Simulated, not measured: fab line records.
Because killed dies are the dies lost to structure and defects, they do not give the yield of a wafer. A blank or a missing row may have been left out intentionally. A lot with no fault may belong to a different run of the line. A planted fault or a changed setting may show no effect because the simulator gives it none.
What tool caused it? + flow gf180mcu + 72 wafers from 24 lots sampled at 6 of the route's 602 steps

== WHAT THE GAUGES SHOWED, per wafer ==
GF_M4_THK_MEAS_06: measures by xrf. Usual: for M4_ALCU_THK the level is 455 nm and the standard deviation is 5.2.
| lot  | measured     | on           | M4_ALCU_THK (nm) | flag |
|------|--------------|--------------|------------------|------|
| L074 | day 23 00:31 | filmMetro-03 | 460 460 460      |      |
| L075 | day 23 02:22 | filmMetro-02 | 456 463 457      |      |
| L076 | day 23 14:43 | filmMetro-04 | 459 455 455      |      |
| L077 | day 24 00:55 | filmMetro-02 | 456 460 451      |      |
| L078 | day 24 02:49 | filmMetro-03 | 457 454 449      |      |
| L079 | day 24 05:46 | filmMetro-02 | 461 467 458      |      |
| L080 | day 24 16:53 | filmMetro-04 | 457 462 461      |      |
| L081 | day 25 07:11 | filmMetro-04 | 454 459 457      |      |
| L082 | day 25 08:26 | filmMetro-04 | 453 456 453      |      |
| L083 | day 25 15:28 | filmMetro-02 | 460 465 456      |      |
| L084 | day 25 17:46 | filmMetro-03 | 445 452 459      |      |
| L085 | day 26 08:47 | filmMetro-04 | 463 453 459      |      |
| L086 | day 26 17:00 | filmMetro-03 | 460 452 464      |      |
| L088 | day 27 00:28 | filmMetro-03 | 458 464 457      |      |
| L087 | day 27 02:38 | filmMetro-04 | 453 456 448      |      |
| L089 | day 27 12:51 | filmMetro-04 | 443 448 451      |      |
| L090 | day 27 21:16 | filmMetro-02 | 461 456 460      |      |
| L091 | day 28 03:39 | filmMetro-04 | 450 449 455      |      |
| L092 | day 28 08:52 | filmMetro-03 | 448 457 450      |      |
| L093 | day 28 18:37 | filmMetro-04 | 451 455 452      |      |
| L094 | day 29 02:35 | filmMetro-02 | 461 458 448      |      |
| L095 | day 29 04:29 | filmMetro-04 | 450 452 446      |      |
| L096 | day 29 08:55 | filmMetro-03 | 446 456 457      |      |
| L097 | day 29 18:02 | filmMetro-04 | 464 456 456      |      |

== EACH LOT AND THE TOOL THAT RAN IT (in order: tool; ch and the chambers of the sampled wafers; start) ==
| lot  | GF_SALICIDE_RTA_06              | GF_M1_SPUTTER_01            | GF_M2_SPUTTER_02            | GF_V2_CVD_23                 | GF_M4_SPUTTER_03            |
|------|---------------------------------|-----------------------------|-----------------------------|------------------------------|-----------------------------|
| L074 | rtpAnneal-02 ch 0, day 15 16:14 | pvdSputter-04, day 16 15:50 | pvdSputter-01, day 18 16:46 | cvdW-01 ch 0,1, day 20 20:33 | pvdSputter-03, day 23 00:19 |
| L075 | rtpAnneal-01 ch 0, day 15 18:26 | pvdSputter-04, day 16 18:57 | pvdSputter-01, day 18 20:31 | cvdW-01 ch 0,1, day 20 23:23 | pvdSputter-04, day 23 02:11 |
| L076 | rtpAnneal-02 ch 0, day 16 05:48 | pvdSputter-02, day 17 05:44 | pvdSputter-04, day 19 08:53 | cvdW-02 ch 0,1, day 21 12:17 | pvdSputter-04, day 23 14:32 |
| L077 | rtpAnneal-01 ch 0, day 16 17:04 | pvdSputter-04, day 17 17:07 | pvdSputter-04, day 19 20:46 | cvdW-01 ch 0,1, day 21 23:34 | pvdSputter-04, day 24 00:44 |
| L078 | rtpAnneal-01 ch 0, day 16 17:30 | pvdSputter-02, day 17 18:02 | pvdSputter-01, day 19 22:28 | cvdW-02 ch 0,1, day 22 00:44 | pvdSputter-03, day 24 02:38 |
| L079 | rtpAnneal-01 ch 0, day 16 22:16 | pvdSputter-02, day 17 23:47 | pvdSputter-03, day 20 03:16 | cvdW-01 ch 0,1, day 22 04:23 | pvdSputter-03, day 24 05:35 |
| L080 | rtpAnneal-02 ch 0, day 17 11:09 | pvdSputter-03, day 18 12:50 | pvdSputter-03, day 20 16:04 | cvdW-01 ch 0,1, day 22 16:56 | pvdSputter-01, day 24 16:41 |
| L081 | rtpAnneal-02 ch 0, day 18 00:46 | pvdSputter-02, day 19 03:23 | pvdSputter-03, day 21 06:00 | cvdW-02 ch 0,1, day 23 07:07 | pvdSputter-03, day 25 07:01 |
| L082 | rtpAnneal-02 ch 0, day 18 02:18 | pvdSputter-04, day 19 04:22 | pvdSputter-03, day 21 08:00 | cvdW-02 ch 0,1, day 23 08:31 | pvdSputter-01, day 25 08:14 |
| L083 | rtpAnneal-02 ch 0, day 18 11:41 | pvdSputter-03, day 19 14:22 | pvdSputter-03, day 21 16:39 | cvdW-02 ch 0,1, day 23 15:49 | pvdSputter-01, day 25 15:17 |
| L084 | rtpAnneal-02 ch 0, day 18 12:25 | pvdSputter-03, day 19 15:44 | pvdSputter-03, day 21 19:25 | cvdW-02 ch 0,1, day 23 18:59 | pvdSputter-04, day 25 17:35 |
| L085 | rtpAnneal-01 ch 0, day 19 05:34 | pvdSputter-04, day 20 07:58 | pvdSputter-03, day 22 11:32 | cvdW-01 ch 1, day 24 10:05   | pvdSputter-01, day 26 08:35 |
| L086 | rtpAnneal-02 ch 0, day 19 15:43 | pvdSputter-03, day 20 18:11 | pvdSputter-04, day 22 20:39 | cvdW-02 ch 1, day 24 19:53   | pvdSputter-04, day 26 16:49 |
| L088 | rtpAnneal-01 ch 0, day 20 02:21 | pvdSputter-03, day 21 04:19 | pvdSputter-03, day 23 04:58 | cvdW-02 ch 0,1, day 25 03:07 | pvdSputter-01, day 27 00:17 |
| L087 | rtpAnneal-02 ch 0, day 20 02:38 | pvdSputter-04, day 21 04:55 | pvdSputter-01, day 23 07:25 | cvdW-01 ch 0,1, day 25 05:53 | pvdSputter-04, day 27 02:27 |
| L089 | rtpAnneal-01 ch 0, day 20 16:03 | pvdSputter-04, day 21 17:40 | pvdSputter-03, day 23 18:19 | cvdW-02 ch 0,1, day 25 16:10 | pvdSputter-04, day 27 12:40 |
| L090 | rtpAnneal-01 ch 0, day 20 23:42 | pvdSputter-04, day 22 02:07 | pvdSputter-04, day 24 02:43 | cvdW-01 ch 0,1, day 26 00:16 | pvdSputter-03, day 27 21:05 |
| L091 | rtpAnneal-02 ch 0, day 21 10:43 | pvdSputter-02, day 22 12:13 | pvdSputter-03, day 24 11:28 | cvdW-02 ch 0,1, day 26 07:58 | pvdSputter-04, day 28 03:26 |
| L092 | rtpAnneal-02 ch 0, day 21 15:02 | pvdSputter-03, day 22 16:41 | pvdSputter-04, day 24 16:01 | cvdW-02 ch 0,1, day 26 12:17 | pvdSputter-03, day 28 08:41 |
| L093 | rtpAnneal-02 ch 0, day 22 04:30 | pvdSputter-02, day 23 05:14 | pvdSputter-04, day 25 03:40 | cvdW-02 ch 0,1, day 26 23:16 | pvdSputter-03, day 28 18:26 |
| L094 | rtpAnneal-02 ch 0, day 22 12:00 | pvdSputter-04, day 23 13:10 | pvdSputter-04, day 25 11:33 | cvdW-02 ch 0,1, day 27 07:16 | pvdSputter-01, day 29 02:23 |
| L095 | rtpAnneal-02 ch 0, day 22 12:16 | pvdSputter-02, day 23 13:31 | pvdSputter-04, day 25 12:43 | cvdW-01 ch 0,1, day 27 08:29 | pvdSputter-04, day 29 04:19 |
| L096 | rtpAnneal-02 ch 0, day 22 19:32 | pvdSputter-04, day 23 20:32 | pvdSputter-01, day 25 18:46 | cvdW-01 ch 0,1, day 27 14:50 | pvdSputter-03, day 29 08:44 |
| L097 | rtpAnneal-02 ch 0, day 23 05:50 | pvdSputter-04, day 24 06:10 | pvdSputter-01, day 26 03:38 | cvdW-01 ch 0,1, day 27 22:38 | pvdSputter-01, day 29 17:50 |
- GF_SALICIDE_RTA_06: time 30 s.
- GF_M1_SPUTTER_01: material TiN, target thk 30 nm, time 25 s.
- GF_M2_SPUTTER_02: material AlCu, target thk 450 nm, time 23.9 s.
- GF_V2_CVD_23: deposits W, target thk 350 nm, time 104.94 s.
- GF_M4_SPUTTER_03: material Ti, target thk 10 nm, time 6.7 s.

== AS READ BY THE TOOLS THEMSELVES (means over the sampled wafers that have a number; for cases with no such wafer, the mark the record gives instead) ==
GF_SALICIDE_RTA_06. Usual: lampPowerPct 7.0 %, standard deviation 0.58; wafer_temp_C_max 532.5, standard deviation 0.53.
| lot  | tool         | lampPowerPct (%) | wafer_temp_C_max | flag |
|------|--------------|------------------|------------------|------|
| L074 | rtpAnneal-02 | 7.4              | 532.3            |      |
| L075 | rtpAnneal-01 | 6.2              | 532.7            |      |
| L076 | rtpAnneal-02 | 7.4              | 532.3            |      |
| L077 | rtpAnneal-01 | 6.2              | 532.6            |      |
| L078 | rtpAnneal-01 | 6.2              | 532.8            |      |
| L079 | rtpAnneal-01 | 6.2              | 532.9            |      |
| L080 | rtpAnneal-02 | 7.4              | 532.2            |      |
| L081 | rtpAnneal-02 | 7.4              | 532.3            |      |
| L082 | rtpAnneal-02 | 7.4              | 532.7            |      |
| L083 | rtpAnneal-02 | 7.4              | 532.4            |      |
| L084 | rtpAnneal-02 | 7.4              | 532.2            |      |
| L085 | rtpAnneal-01 | 6.2              | 533.0            |      |
| L086 | rtpAnneal-02 | 7.4              | 532.8            |      |
| L088 | rtpAnneal-01 | 6.2              | 533.1            |      |
| L087 | rtpAnneal-02 | 7.4              | 532.2            |      |
| L089 | rtpAnneal-01 | 6.2              | 533.4            |      |
| L090 | rtpAnneal-01 | 6.2              | 532.4            |      |
| L091 | rtpAnneal-02 | 7.4              | 532.4            |      |
| L092 | rtpAnneal-02 | 7.4              | 532.7            |      |
| L093 | rtpAnneal-02 | 7.4              | 533.0            |      |
| L094 | rtpAnneal-02 | 7.4              | 532.1            |      |
| L095 | rtpAnneal-02 | 7.4              | 532.0            |      |
| L096 | rtpAnneal-02 | 7.4              | 532.7            |      |
| L097 | rtpAnneal-02 | 7.4              | 532.3            |      |

GF_M1_SPUTTER_01. Usual: chamberPressurePa 0.4001 Pa, standard deviation 0.00081; throttleValvePct 29.9 %, standard deviation 1.
| lot  | tool          | chamberPressurePa (Pa) | throttleValvePct (%) | flag |
|------|---------------|------------------------|----------------------|------|
| L074 | pvdSputter-04 | 0.3992                 | 28.9                 |      |
| L075 | pvdSputter-04 | 0.3999                 | 29.9                 |      |
| L076 | pvdSputter-02 | 0.4003                 | 30.6                 |      |
| L077 | pvdSputter-04 | 0.3994                 | 29.1                 |      |
| L078 | pvdSputter-02 | 0.3992                 | 31.0                 |      |
| L079 | pvdSputter-02 | 0.4005                 | 30.8                 |      |
| L080 | pvdSputter-03 | 0.4000                 | 30.0                 |      |
| L081 | pvdSputter-02 | 0.4005                 | 30.7                 |      |
| L082 | pvdSputter-04 | 0.3996                 | 29.1                 |      |
| L083 | pvdSputter-03 | 0.4001                 | 29.7                 |      |
| L084 | pvdSputter-03 | 0.3996                 | 29.7                 |      |
| L085 | pvdSputter-04 | 0.4002                 | 29.3                 |      |
| L086 | pvdSputter-03 | 0.4000                 | 29.5                 |      |
| L088 | pvdSputter-03 | 0.3998                 | 30.0                 |      |
| L087 | pvdSputter-04 | 0.4002                 | 29.9                 |      |
| L089 | pvdSputter-04 | 0.4000                 | 28.9                 |      |
| L090 | pvdSputter-04 | 0.4005                 | 30.6                 |      |
| L091 | pvdSputter-02 | 0.4001                 | 31.0                 |      |
| L092 | pvdSputter-03 | 0.4006                 | 30.0                 |      |
| L093 | pvdSputter-02 | 0.4006                 | 30.1                 |      |
| L094 | pvdSputter-04 | 0.3996                 | 29.5                 |      |
| L095 | pvdSputter-02 | 0.4000                 | 31.1                 |      |
| L096 | pvdSputter-04 | 0.3998                 | 29.1                 |      |
| L097 | pvdSputter-04 | 0.4005                 | 28.5                 |      |

GF_M2_SPUTTER_02. Usual: chamberPressurePa 0.4000 Pa, standard deviation 0.00088; throttleValvePct 29.8 %, standard deviation 0.91.
| lot  | tool          | chamberPressurePa (Pa) | throttleValvePct (%) | flag |
|------|---------------|------------------------|----------------------|------|
| L074 | pvdSputter-01 | 0.3997                 | 30.0                 |      |
| L075 | pvdSputter-01 | 0.3997                 | 30.1                 |      |
| L076 | pvdSputter-04 | 0.3998                 | 28.0                 |      |
| L077 | pvdSputter-04 | 0.4001                 | 29.8                 |      |
| L078 | pvdSputter-01 | 0.3998                 | 30.5                 |      |
| L079 | pvdSputter-03 | 0.4003                 | 29.4                 |      |
| L080 | pvdSputter-03 | 0.3993                 | 29.5                 |      |
| L081 | pvdSputter-03 | 0.4010                 | 29.4                 |      |
| L082 | pvdSputter-03 | 0.3996                 | 29.4                 |      |
| L083 | pvdSputter-03 | 0.4010                 | 30.0                 |      |
| L084 | pvdSputter-03 | 0.4002                 | 29.7                 |      |
| L085 | pvdSputter-03 | 0.4001                 | 30.0                 |      |
| L086 | pvdSputter-04 | 0.3994                 | 28.9                 |      |
| L088 | pvdSputter-03 | 0.4002                 | 29.4                 |      |
| L087 | pvdSputter-01 | 0.4002                 | 30.2                 |      |
| L089 | pvdSputter-03 | 0.4004                 | 29.3                 |      |
| L090 | pvdSputter-04 | 0.4002                 | 29.6                 |      |
| L091 | pvdSputter-03 | 0.3998                 | 29.7                 |      |
| L092 | pvdSputter-04 | 0.3993                 | 30.5                 |      |
| L093 | pvdSputter-04 | 0.4001                 | 29.8                 |      |
| L094 | pvdSputter-04 | 0.4002                 | 29.3                 |      |
| L095 | pvdSputter-04 | 0.4005                 | 29.5                 |      |
| L096 | pvdSputter-01 | 0.4001                 | 30.2                 |      |
| L097 | pvdSputter-01 | 0.4000                 | 30.4                 |      |

GF_V2_CVD_23. Usual: heaterPowerW 845 W, standard deviation 22; susceptorTempC 400.05 C, standard deviation 0.21.
| lot  | tool    | heaterPowerW (W) | susceptorTempC (C) | flag |
|------|---------|------------------|--------------------|------|
| L074 | cvdW-01 | 826              | 400.11             |      |
| L075 | cvdW-01 | 823              | 400.23             |      |
| L076 | cvdW-02 | 854              | 400.14             |      |
| L077 | cvdW-01 | 833              | 400.27             |      |
| L078 | cvdW-02 | 854              | 400.13             |      |
| L079 | cvdW-01 | 822              | 399.93             |      |
| L080 | cvdW-01 | 829              | 400.07             |      |
| L081 | cvdW-02 | 865              | 400.05             |      |
| L082 | cvdW-02 | 844              | 399.72             |      |
| L083 | cvdW-02 | 860              | 400.11             |      |
| L084 | cvdW-02 | 869              | 400.04             |      |
| L085 | cvdW-01 | 817              | 400.04             |      |
| L086 | cvdW-02 | 833              | 400.24             |      |
| L088 | cvdW-02 | 848              | 399.84             |      |
| L087 | cvdW-01 | 834              | 400.37             |      |
| L089 | cvdW-02 | 854              | 400.10             |      |
| L090 | cvdW-01 | 818              | 399.95             |      |
| L091 | cvdW-02 | 869              | 400.04             |      |
| L092 | cvdW-02 | 856              | 400.13             |      |
| L093 | cvdW-02 | 856              | 399.91             |      |
| L094 | cvdW-02 | 873              | 399.93             |      |
| L095 | cvdW-01 | 835              | 399.94             |      |
| L096 | cvdW-01 | 841              | 400.05             |      |
| L097 | cvdW-01 | 836              | 399.97             |      |

GF_M4_SPUTTER_03. Usual: chamberPressurePa 0.3000 Pa, standard deviation 0.00056; throttleValvePct 29.7 %, standard deviation 0.9.
| lot  | tool          | chamberPressurePa (Pa) | throttleValvePct (%) | flag |
|------|---------------|------------------------|----------------------|------|
| L074 | pvdSputter-03 | 0.3001                 | 29.6                 |      |
| L075 | pvdSputter-04 | 0.3000                 | 29.9                 |      |
| L076 | pvdSputter-04 | 0.3008                 | 28.6                 |      |
| L077 | pvdSputter-04 | 0.2999                 | 29.1                 |      |
| L078 | pvdSputter-03 | 0.3001                 | 30.1                 |      |
| L079 | pvdSputter-03 | 0.3003                 | 29.8                 |      |
| L080 | pvdSputter-01 | 0.2996                 | 30.4                 |      |
| L081 | pvdSputter-03 | 0.3004                 | 29.5                 |      |
| L082 | pvdSputter-01 | 0.2995                 | 30.4                 |      |
| L083 | pvdSputter-01 | 0.3005                 | 30.3                 |      |
| L084 | pvdSputter-04 | 0.3001                 | 29.0                 |      |
| L085 | pvdSputter-01 | 0.2993                 | 29.9                 |      |
| L086 | pvdSputter-04 | 0.3000                 | 30.0                 |      |
| L088 | pvdSputter-01 | 0.3006                 | 30.3                 |      |
| L087 | pvdSputter-04 | 0.2995                 | 29.0                 |      |
| L089 | pvdSputter-04 | 0.3001                 | 29.2                 |      |
| L090 | pvdSputter-03 | 0.3000                 | 29.5                 |      |
| L091 | pvdSputter-04 | 0.2995                 | 29.8                 |      |
| L092 | pvdSputter-03 | 0.3000                 | 29.5                 |      |
| L093 | pvdSputter-03 | 0.3003                 | 29.5                 |      |
| L094 | pvdSputter-01 | 0.3001                 | 30.3                 |      |
| L095 | pvdSputter-04 | 0.3001                 | 29.3                 |      |
| L096 | pvdSputter-03 | 0.3003                 | 29.9                 |      |
| L097 | pvdSputter-01 | 0.3001                 | 30.4                 |      |

== THE ANSWER, worked out from the rows above alone ==
Rule: lot off if the mean of its wafers having a number is beyond 3 standard deviations from the usual mean. Also off: a lot with no number at a reading for which 4 or more lots have one. All remaining lots with rows at the step are treated as sound. The gauges are gone through in route order, then the tools' own readings, and for those a lot's mean is taken as printed above. At the first step where some lot is off, the reading lying furthest off is the one used; lots without a number count as furthest.
Across all readings shown, no lot is off: no conclusion can be drawn from this.

== WHAT THE SIMULATOR HAD PUT IN ==
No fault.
